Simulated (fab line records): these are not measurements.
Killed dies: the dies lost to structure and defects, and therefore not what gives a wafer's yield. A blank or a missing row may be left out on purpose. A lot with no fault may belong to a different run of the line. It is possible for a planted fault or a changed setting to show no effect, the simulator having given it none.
What tool caused it? + flow sky130 + 12 lots with 35 wafers sampled at 4 steps, on a route of 708 steps

== WHAT EACH GAUGE READ, for each wafer ==
SKY_FIELD_ISO_CD_MEAS_13 targets a cd of 150 nm.
| lot  | measured    | on        | cd-nm (nm)        |
|------|-------------|-----------|-------------------|
| L616 | day 2 05:50 | cd-sem-01 | 152.0 152.3 151.5 |
| L619 | day 2 20:42 | cd-sem-02 | 147.7 149.2 146.7 |
| L621 | day 3 06:19 | cd-sem-01 | 149.8 150.1 150.1 |
| L623 | day 3 17:41 | cd-sem-02 | 149.0 149.0 148.6 |
| L624 | day 3 22:22 | cd-sem-01 | 148.6 148.2 148.7 |
| L625 | day 4 03:43 | cd-sem-02 | 151.6 150.8 151.9 |
| L628 | day 4 19:53 | cd-sem-02 | 150.1 150.4       |
| L630 | day 5 09:40 | cd-sem-01 | 151.4 151.2 151.8 |
| L635 | day 6 07:38 | cd-sem-02 | 148.5 149.2 147.2 |
| L637 | day 6 16:40 | cd-sem-02 | 147.8 149.7 149.6 |
| L638 | day 6 22:23 | cd-sem-01 | 148.6 147.2 147.1 |
| L639 | day 7 04:08 | cd-sem-02 | 148.6 146.8 148.0 |

SKY_NWELL_THK_MEAS_02.
| lot  | measured    | on            | NWELL_OXIDATION_THK (nm) |
|------|-------------|---------------|--------------------------|
| L616 | day 2 14:42 | film-metro-01 | 10.08 10.20 10.35        |
| L619 | day 3 02:52 | film-metro-02 | 10.17 10.29 9.80         |
| L621 | day 3 13:23 | film-metro-02 | 9.90 10.06 9.84          |
| L623 | day 4 00:13 | film-metro-04 | 10.14 10.00 9.92         |
| L624 | day 4 08:46 | film-metro-01 | 10.18 10.15 10.35        |
| L625 | day 4 21:03 | film-metro-02 | 10.26 10.02 10.05        |
| L628 | day 5 11:51 | film-metro-01 | 9.94 10.08               |
| L630 | day 5 17:59 | film-metro-04 | 10.08                    |
| L637 | day 7 00:47 | film-metro-01 | 10.24 9.97 9.96          |
| L638 | day 7 06:01 | film-metro-04 | 9.64 9.63 9.82           |
| L639 | day 7 11:56 | film-metro-02 | 10.32 10.19 10.21        |

== EACH LOT AND THE TOOL THAT RAN IT (in order: tool; ch and the chambers of the sampled wafers; start) ==
| lot  | SKY_FIELD_ISO_ETCH_15             | SKY_FIELD_ISO_STRIP_16              |
|------|-----------------------------------|-------------------------------------|
| L616 | rie-diel-03 ch 0,2,3, day 2 05:59 | plasma-asher-01 ch 0,1, day 2 06:02 |
| L619 | rie-diel-01 ch 0,1,2, day 2 20:51 | plasma-asher-02 ch 0,1, day 2 20:54 |
| L621 | rie-diel-02 ch 0,1,2, day 3 06:26 | plasma-asher-02 ch 0,1, day 3 06:31 |
| L623 | rie-diel-01 ch 0,2,3, day 3 17:50 | plasma-asher-01 ch 1, day 3 17:53   |
| L624 | rie-diel-03 ch 0,2,3, day 3 22:31 | plasma-asher-02 ch 0,1, day 3 22:35 |
| L625 | rie-diel-02 ch 0,1,3, day 4 03:53 | plasma-asher-02 ch 0,1, day 4 03:56 |
| L628 | rie-diel-03 ch 3, day 4 19:59     | plasma-asher-02 ch 0,1, day 4 20:05 |
| L630 | rie-diel-02 ch 0,1,2, day 5 09:50 | plasma-asher-02 ch 0,1, day 5 09:53 |
| L635 | rie-diel-02 ch 0,1,3, day 6 07:46 | plasma-asher-01 ch 0,1, day 6 07:49 |
| L637 | rie-diel-01 ch 0,1,2, day 6 16:50 | plasma-asher-01 ch 0,1, day 6 16:53 |
| L638 | rie-diel-03 ch 0,1,3, day 6 22:31 | plasma-asher-04 ch 0,1, day 6 22:34 |
| L639 | rie-diel-03 ch 0,2,3, day 7 04:17 | plasma-asher-02 ch 0,1, day 7 04:21 |
- SKY_FIELD_ISO_ETCH_15: etches the open film in CHF3/O2, stops on Si, target depth 180 nm, time 72 s.
- SKY_FIELD_ISO_STRIP_16: strips in O2/N2.

== AS READ BY THE TOOLS THEMSELVES (means over the sampled wafers that have a number; for cases with no such wafer, the mark the record gives instead) ==
SKY_FIELD_ISO_ETCH_15.
| lot  | tool        | drypump-motor-current-A (A) | oes-product-au (a.u.) | throttle-valve-pct (%) |
|------|-------------|-----------------------------|-----------------------|------------------------|
| L616 | rie-diel-03 | 5.4                         | 0.956                 | 8.840                  |
| L619 | rie-diel-01 | 5.8                         | 0.950                 | 8.836                  |
| L621 | rie-diel-02 | 5.6                         | 0.936                 | 8.857                  |
| L623 | rie-diel-01 | 5.8                         | 0.943                 | 8.848                  |
| L624 | rie-diel-03 | 5.4                         | 0.943                 | 8.850                  |
| L625 | rie-diel-02 | 5.7                         | 0.928                 | 8.840                  |
| L628 | rie-diel-03 | 5.4                         | 0.937                 | 8.842                  |
| L630 | rie-diel-02 | 5.6                         | 0.897                 | 8.825                  |
| L635 | rie-diel-02 | 5.7                         | 0.891                 | 8.825                  |
| L637 | rie-diel-01 | 5.8                         | 0.933                 | 8.843                  |
| L638 | rie-diel-03 | 5.5                         | 0.944                 | 8.853                  |
| L639 | rie-diel-03 | 5.4                         | 0.948                 | 8.838                  |

SKY_FIELD_ISO_STRIP_16.
| lot  | tool            | drypump-motor-current-A (A) | n2-flow-sccm (sccm) | oes-product-au (a.u.) | strip-time-to-endpoint-s (s) |
|------|-----------------|-----------------------------|---------------------|-----------------------|------------------------------|
| L616 | plasma-asher-01 | 5.83                        | 300.6               | 0.378                 | 3.51                         |
| L619 | plasma-asher-02 | 5.63                        | 299.8               | 0.376                 | 3.55                         |
| L621 | plasma-asher-02 | 5.63                        | 300.3               | 0.376                 | 3.57                         |
| L623 | plasma-asher-01 | 5.44                        | 299.2               | 0.376                 | 3.55                         |
| L624 | plasma-asher-02 | 5.65                        | 299.4               | 0.377                 | 3.56                         |
| L625 | plasma-asher-02 | 5.55                        | 299.6               | 0.377                 | 3.61                         |
| L628 | plasma-asher-02 | 5.61                        | 300.2               | 0.381                 | 3.55                         |
| L630 | plasma-asher-02 | 5.63                        | 299.7               | 0.390                 | 3.80                         |
| L635 | plasma-asher-01 | 5.63                        | 299.5               | 0.392                 | 3.88                         |
| L637 | plasma-asher-01 | 5.80                        | 298.1               | 0.376                 | 3.55                         |
| L638 | plasma-asher-04 | 5.92                        | 299.2               | 0.374                 | 3.53                         |
| L639 | plasma-asher-02 | 5.64                        | 299.7               | 0.371                 | 3.54                         |

== THE ANSWER, worked out from the rows above alone ==
Rule: what is usual is taken from the lots themselves. Put in order of their means at a reading, lots are off if they are a third of the lots or fewer, leave a main group of 4 or more, and stand apart from it by a gap of 3 or more times the standard deviation of the main group's means; of several such gaps the widest counts. Not used: any main group whose means are identical at the precision the tables above print for the reading. Also off: a lot with no number at a reading for which 4 or more lots have one. Where the step has rows for the other lots, those lots are counted as sound. Order of review: gauges by route order, followed by the tools' own readings, for which a lot's mean as printed above is used. At the first step where some lot is off, the reading lying furthest off is the one used; lots without a number count as furthest.
Off, at SKY_FIELD_ISO_ETCH_15 on oes-product-au: L630, L635. The main group has a mean of 0.942 a.u. with a standard deviation of 0.008.
If a tool, at that step or one of the process steps before it, ran each lot that is off and ran no sound lot following the first of them, it fits. One fits: rie-diel-02 at SKY_FIELD_ISO_ETCH_15. A fault onset in the window from L625 (day 4 03:53, its last sound lot) to L630 (day 5 09:50, its first lot off) fits.
On the lots that are off, the tool's own readings at SKY_FIELD_ISO_ETCH_15 differ by more than 5 times the standard deviation of the sound lots' means, which bears it out; oes-product-au reads 0.894 a.u. there versus 0.942 a.u. on the sound lots.

== WHAT WAS PUT IN BY THE SIMULATOR ==
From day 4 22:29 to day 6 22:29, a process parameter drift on rie-diel-02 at SKY_FIELD_ISO_ETCH_15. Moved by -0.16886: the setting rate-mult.
Struck lots among those shown: L630, L635. The rule above reached the same finding.
